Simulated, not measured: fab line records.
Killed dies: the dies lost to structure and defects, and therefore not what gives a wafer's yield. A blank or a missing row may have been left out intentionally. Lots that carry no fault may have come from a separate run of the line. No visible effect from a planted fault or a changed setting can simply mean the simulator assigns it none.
A struck lot beside a sound one || flow gf180mcu || 23 steps out of a route of 602
Sound: the wafers L248.3, L248.5, L248.6. Struck: wafers L254.1, L254.2, L254.4. Last of all comes the cause.
Each step with rows lists, per side, the tool, then ch with its chambers, then its first start. Under that, the readings that differ: sound wafers || struck wafers || difference of the means || sigmas: that difference in standard deviations of wafers without a fault.
alike: same words and numbers on both sides, and readings whose means sit less than 2 such deviations apart. not compared: any withheld reading, any reading some wafer has no value for, any bound like >300 that may hide the same value, and any number with overlapping values for which the record gives no deviation.
The two part at a step that has a row with sigmas, a row that says differs or no value, or rows on one side only. When numbers do not overlap yet have no deviation, they are printed without sigmas and do not part them. A reading that every wafer of one side lacks parts them only if that side has two wafers or more.

GF_V3_RS_MEAS_24: uses a four-point probe to measure.
  sound on filmMetro-03 at day 25 07:38; struck on filmMetro-04 at day 27 16:50
  alike: V3_W_RS
GF_V3_THK_MEAS_25: measures by xrf.
  sound on filmMetro-03 at day 25 07:44; struck on filmMetro-04 at day 27 16:58
  alike: V3_W_THK
GF_V3_CMP_26: polishes, stops on SiO2, t overpolish 15 s, target thk 0 nm.
  sound on cmp-02 ch 0,1, day 25 07:49; struck on cmp-01 ch 1,2,3, day 27 17:14
  alike: motorCurrentA, overpolishRunS, retainingRingPressureFrac, timeToEndpointS
GF_M4_SPUTTER_00: material Ti, target thk 37.5 nm, time 150 s.
  sound on pvdSputter-02 at day 25 08:04; struck on pvdSputter-04 at day 27 17:29
  alike: throttleValvePct
then, 1 step without rows for these wafers: GF_M4_SPUTTER_01 (material TiN, target thk 30 nm, time 25 s).
GF_M4_SPUTTER_02: material AlCu, target thk 450 nm, time 23.9 s.
  sound on pvdSputter-02 at day 25 08:13; struck on pvdSputter-04 at day 27 17:37
  alike: throttleValvePct
GF_M4_SPUTTER_03: material Ti, target thk 10 nm, time 6.7 s.
  sound on pvdSputter-02 at day 25 08:14; struck on pvdSputter-04 at day 27 17:38
  alike: throttleValvePct
GF_M4_SPUTTER_04: material TiN, target thk 50 nm, time 41.7 s.
  sound on pvdSputter-02 at day 25 08:16; struck on pvdSputter-04 at day 27 17:40
  alike: throttleValvePct
GF_M4_RS_MEAS_05: uses a four-point probe to measure.
  sound on filmMetro-04 at day 25 08:20; struck on filmMetro-04 at day 27 17:44
  alike: M4_ALCU_RS
GF_M4_THK_MEAS_06: measures by xrf.
  sound on filmMetro-04 at day 25 08:26; struck on filmMetro-04 at day 27 17:52
  alike: M4_ALCU_THK
then, 2 steps without rows for these wafers: GF_M4_DEHYDRATE_07 (time 60 s); GF_M4_HMDS_08 (prime time 60 s).
GF_M4_COAT_09: resist thk 1000 nm.
  sound on lithoTrack-02 ch 0, day 25 18:55; struck on lithoTrack-02 ch 0, day 28 02:58
{"reading": "model.KrF_of_M4_COAT_09.thkNm (nm)", "sound": "998.6 995.6 997.8", "struck": "1090 1089 1090", "difference": "+92", "sigmas": ""}
then, 4 steps without rows for these wafers: GF_M4_SOFTBAKE_10 (time 60 s); GF_M4_EXPOSE_11 (exposes mask Metal4, target cd 280 nm); GF_M4_PEB_12 (peb time 90 s); GF_M4_DEVELOP_13 (develop time 60 s).
GF_M4_CD_MEAS_14: the cd target is 280 nm.
  sound on cdSem-01 at day 26 05:41; struck on cdSem-02 at day 28 13:28
{"reading": "cdNm (nm)", "sound": "279.1 279.1 278.8", "struck": "282.8 282.1 281.6", "difference": "+3.2", "sigmas": "+3"}
  not compared: hold
GF_M4_OVL_MEAS_15:
  sound on overlay-02 at day 26 05:47; struck on overlay-02 at day 28 13:35
  alike: M4_OVL
  not compared: hold
GF_M4_METAL_ETCH_16: etches the open film in Cl2/BCl3, stops on SiO2, target depth 627.5 nm, time 104.6 s.
  sound on rieMetal-02 ch 1, day 26 05:52; struck on rieMetal-02 ch 0,1, day 28 13:38
{"reading": "model.KrF_of_M4_COAT_09.thkNm (nm)", "sound": "734.7 732.1 732.5", "struck": "829.7 833.2 831.6", "difference": "+98.4", "sigmas": ""}
  alike: chamberPressureMTorr, drypumpMotorCurrentA, oesProductAu, throttleValvePct
  not compared: rfHoursCounterH
GF_M4_STRIP_17: strips in O2/N2.
  sound on plasmaAsher-03 ch 0,1, day 26 06:04; struck on plasmaAsher-04 ch 0,1, day 28 13:44
{"reading": "oesProductAu (a.u.)", "sound": "0.559 0.554 0.559", "struck": "0.593 0.600 0.597", "difference": "+0.039", "sigmas": "+8"}
{"reading": "stripTimeToEndpointS (s)", "sound": "7.85 7.85 7.84", "struck": "8.78 8.84 8.80", "difference": "+0.96", "sigmas": "+20"}
  alike: chamberPressureMTorr, drypumpMotorCurrentA, heaterPowerW, n2FlowSccm
  not compared: rfHoursCounterH
then, 1 step without rows for these wafers: GF_M4_STRIP_18 (strips in post etch residue remover, time 1200 s).
GF_PASSIVATION_PROBE_99:
  the record holds rows for the sound wafers here (prober-01, day 31 09:35) but none for the struck ones

== WHERE THEY PART ==
At GF_M4_CD_MEAS_14 first; at GF_PASSIVATION_PROBE_99 last (within this record only).

WHY: whatever the simulator had introduced
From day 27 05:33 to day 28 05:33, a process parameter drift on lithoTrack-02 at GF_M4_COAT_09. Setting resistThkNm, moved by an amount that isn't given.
